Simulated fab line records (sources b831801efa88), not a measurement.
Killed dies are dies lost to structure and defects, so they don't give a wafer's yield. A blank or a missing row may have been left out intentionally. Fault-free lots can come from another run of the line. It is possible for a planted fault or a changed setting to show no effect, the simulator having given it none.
A lot that was struck, set against a sound lot	flow sky130	23 out of 708 route steps
Sound: wafers L580.1, L580.2, L580.4. The struck wafers were L589.1, L589.4, L589.5. Last of all comes the cause.
Per side, at each step with rows, come the tool, then ch with its chambers, and then its first start. Under that, the readings that differ: sound wafers	struck wafers	difference of the means	sigmas: that difference in standard deviations of wafers without a fault.
alike: words and numbers the same on both sides, and readings whose means are apart by under 2 such deviations; not compared: readings that were withheld, readings missing a value for some wafer, numbers with overlapping values and no deviation given by the record, and bounds like >300 which may hide the same value.
A row with sigmas, a row that says differs or no value, or rows on one side alone: a step with any of these is where the two part. Numbers that don't overlap but have no deviation are shown without sigmas and don't part them. A reading missing from all wafers of one side parts the sides only when that side holds two or more wafers.

SKY_METAL2_ETCH_18: etches BARC in N2/H2, stops on SiO2, time 45.9 s, target depth 60 nm.
  sound on rieMetal-03 ch 0,1, day 36 08:35; struck on rieMetal-03 ch 1, day 39 10:33
  alike: drypumpMotorCurrentA, oesProductAu, throttleValvePct
  not compared: rfHoursCounterH
SKY_METAL2_METAL_ETCH_19: etches the open film in Cl2/BCl3, stops on SiO2, target depth 360 nm, time 78 s.
  sound on rieMetal-03 ch 0,1, day 36 08:39; struck on rieMetal-03 ch 1, day 39 10:41
  alike: drypumpMotorCurrentA, oesProductAu, throttleValvePct
  not compared: rfHoursCounterH
SKY_METAL2_STRIP_20: strips in O2/N2.
  sound on plasmaAsher-01 ch 0,1, day 36 08:44; struck on plasmaAsher-02 ch 0, day 39 10:52
  alike: drypumpMotorCurrentA, o2FlowSccm, oesProductAu, stripTimeToEndpointS
  not compared: rfHoursCounterH
then, 4 steps without rows for these wafers: SKY_METAL2_STRIP_21 (strips in post etch residue remover, time 1200 s); SKY_METAL2_CLEAN_22 (cleans in IPA, time 180 s); SKY_METAL2_CLEAN_23 (cleans in O3/DIW); SKY_VIA2_HDPCVD_00 (deposits SiO2, target thk 1180 nm, time 196.7 s).
SKY_VIA2_THK_MEAS_01:
  sound on filmMetro-03, day 36 09:28; struck on filmMetro-02, day 39 11:55
reading	sound	struck	difference	sigmas
VIA2_HDPCVD_THK (nm)	1166 1165 1155	1201 1193 1199	+36	+2
SKY_VIA2_CMP_02: polishes SiO2.
  sound on cmp-01 ch 1,2,3, day 36 09:34; struck on cmp-01 ch 0,2, day 39 12:02
  alike: edgeZonePressureFrac, motorCurrentA, retainingRingPressureFrac
SKY_VIA2_BOW_MEAS_03:
  sound on filmMetro-02, day 36 09:49; struck on filmMetro-03, day 39 12:17
  alike: VIA2_BOW
then, 2 steps without rows for these wafers: SKY_VIA2_DEHYDRATE_04 (time 60 s); SKY_VIA2_HMDS_05 (prime time 60 s).
SKY_VIA2_COAT_06: resist thk 60 nm.
  sound on lithoTrack-02 ch 0, day 36 21:59; struck on lithoTrack-02 ch 0, day 40 00:35
  alike: dispensePressureKPa
then, 5 steps without rows for these wafers: SKY_VIA2_COAT_07 (resist thk 450 nm); SKY_VIA2_SOFTBAKE_08 (time 90 s); SKY_VIA2_EXPOSE_09 (exposes mask VIM2, target cd 200 nm); SKY_VIA2_PEB_10; SKY_VIA2_DEVELOP_11 (develop time 60 s).
SKY_VIA2_CD_MEAS_12: the cd target is 200 nm.
  sound on cdSem-01, day 37 11:21; struck on cdSem-02, day 40 12:27
  alike: cdNm
SKY_VIA2_OVL_MEAS_13:
  sound on overlay-02, day 37 11:28; struck on overlay-02, day 40 12:34
  alike: VIA2_OVL
SKY_VIA2_ETCH_14: etches BARC in N2/H2, stops on SiO2, time 45.9 s, target depth 60 nm.
  sound on rieDiel-02 ch 2,3, day 37 11:30; struck on rieDiel-04 ch 2,3, day 40 12:36
reading	sound	struck	difference	sigmas
oesProductAu (a.u.)	0.858 0.860 0.858	0.846 0.840 0.840	-0.017	-4
model.etch.depthNm (nm)	59.93 60.16 59.9	58.44 58.33 58.41	-1.60	
  alike: drypumpMotorCurrentA, throttleValvePct
  not compared: rfHoursCounterH
SKY_VIA2_ETCH_15: etches SiO2 in C4F8/O2/Ar, stops on TiN, target depth 546 nm, time 84 s.
  sound on rieDiel-02 ch 2,3, day 37 11:34; struck on rieDiel-04 ch 2,3, day 40 12:39
  alike: oesProductAu
-- the record jumps here: 9 days lie between the struck wafers' starts before and after (it left off in module VIA2 and takes up again in module PAD_OPEN, whose first step shown is number 708 of the route) --
SKY_PAD_OPEN_PROBE_99:
  sound on prober-02, day 46 16:57; struck on prober-02, day 49 03:42
reading	sound	struck	difference	sigmas
defectLimitedYield (%)	82.7 81.3 79.9	84.3 87.6 84.1	+4.0	+2
killedDies	85 92 99	77 61 78	-20	-2
sort_bin_6_memory (%)	6.9 8.3 8.3	6.1 4.5 5.5	-2.5	-2
sortNPass	407 400 393	415 431 414	+20	+2
sortYieldPct (%)	82.7 81.3 79.9	84.3 87.6 84.1	+4.0	+2
  alike: killed_at_M0_to_M3, killed_at_M4_up, killedAtContacts, killedAtFrontEnd, killedAtOther, killedOpen, killedShort, sort_bin_3_pad_short, sort_bin_5_function

WHERE THEY PART
Earliest at SKY_VIA2_THK_MEAS_01; latest, in this record, at SKY_PAD_OPEN_PROBE_99.

WHY: what had been put in by the simulator
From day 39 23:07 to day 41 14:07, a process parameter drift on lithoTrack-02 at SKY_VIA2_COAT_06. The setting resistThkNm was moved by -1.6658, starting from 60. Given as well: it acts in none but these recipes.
